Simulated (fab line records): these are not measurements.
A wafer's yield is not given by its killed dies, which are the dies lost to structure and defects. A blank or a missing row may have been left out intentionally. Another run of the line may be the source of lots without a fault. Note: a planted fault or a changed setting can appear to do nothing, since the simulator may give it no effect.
A single fault, viewed from 2 desks	flow sky130	each desk has only its own numbers; what lay behind them comes last

DESK OF THE TOOL OWNER: rie_si-02
The tool's own readings at SKY_FIELD_ISO_ETCH_17 (etches Si in HBr/Cl2/O2, target depth 342 nm, time 97.7 s): means of the sampled wafers that have a number, for each lot that ran on this tool. Marked OUT: a lot whose mean sits more than 4 standard deviations from the usual mean, which makes it out of limits; the brackets give that distance.
Columns: A = chamber_pressure_mTorr at SKY_FIELD_ISO_ETCH_17, usual 15.001 mTorr; B = drypump_motor_current_A at SKY_FIELD_ISO_ETCH_17, usual 5.64 A; C = mfc_cl2_sccm at SKY_FIELD_ISO_ETCH_17, usual 40.01 sccm; D = oes_product_au at SKY_FIELD_ISO_ETCH_17, usual 0.997 a.u.; E = run_length_s at SKY_FIELD_ISO_ETCH_17, usual 125.9 s; F = throttle_valve_pct at SKY_FIELD_ISO_ETCH_17, usual 25.659 %
lot	first seen here	A	B	C	D	E	F
L365	day 2 09:41	14.998	5.73	39.90	1.003	125.6	25.655
L368	day 3 09:43	14.991	5.72	39.93	1.005	125.8	25.651
L376	day 4 19:29	14.999	5.64	40.11	0.996	126.4	25.652
L377	day 5 03:07	14.999	5.82	39.99	1.001	122.2 (-8.3) OUT	25.660
L379	day 5 11:43	14.987	5.74	40.08	1.003	121.6 (-9.7) OUT	25.655
Finding of this desk: L377, L379 out of limits; the first was L377 at day 5 03:07, on run_length_s at SKY_FIELD_ISO_ETCH_17. L365, L368, L376 stayed within limits.

AT THE METROLOGY DESK
Lot by lot, what the gauges showed, no matter which tool ran the lot: averages of those sampled wafers that carry a number. Marked OUT: a lot whose mean sits more than 4 standard deviations from the usual mean, which makes it out of limits; the brackets give that distance.
Columns: A = VT_ADJUST_LVTN_01_OVL at SKY_VT_ADJUST_LVTN_OVL_MEAS_18, usual -0.2 nm; B = cd_nm at SKY_VT_ADJUST_NCORE_CD_MEAS_07, usual 379.8 nm
lot	first seen here	A	B
L365	day 7 23:37	-1.3	378.5
L367	day 8 15:04	0.7	382.8
L369	day 9 13:58	-0.1	379.0
L368	day 9 15:32	0.6	378.5
L371	day 9 16:11	0.3	382.2
L373	day 10 07:31	-1.6	381.4
L376	day 11 06:00	-0.3	381.9
L377	day 11 14:36	2.3	379.6
L379	day 12 02:53	-1.0	381.3
L380	day 12 06:54	-0.8	379.0
L384	day 13 08:11	-0.1	384.0
L387	day 14 09:10	-1.0	380.4
Finding of this desk: none of the 12 lots has anything out of limits.

ALL TOGETHER
An alarm could have come from the tool owner's desk at day 5 03:07, on L377, L379.
From the metrology desk's view, nothing was out of limits.
The metrology desk has L377, L379 on record, within its limits.
All the named lots went through SKY_FIELD_ISO_ETCH_17 on rie_si-02.

WHAT HAD BEEN PUT IN BY THE SIMULATOR
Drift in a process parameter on rie_si-02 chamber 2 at SKY_FIELD_ISO_ETCH_17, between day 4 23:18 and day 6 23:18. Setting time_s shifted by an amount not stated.
Shown lots that were struck: L377, L379.
Each desk's first reading out of limits, in hours after the fault started: the tool owner's desk, 4.
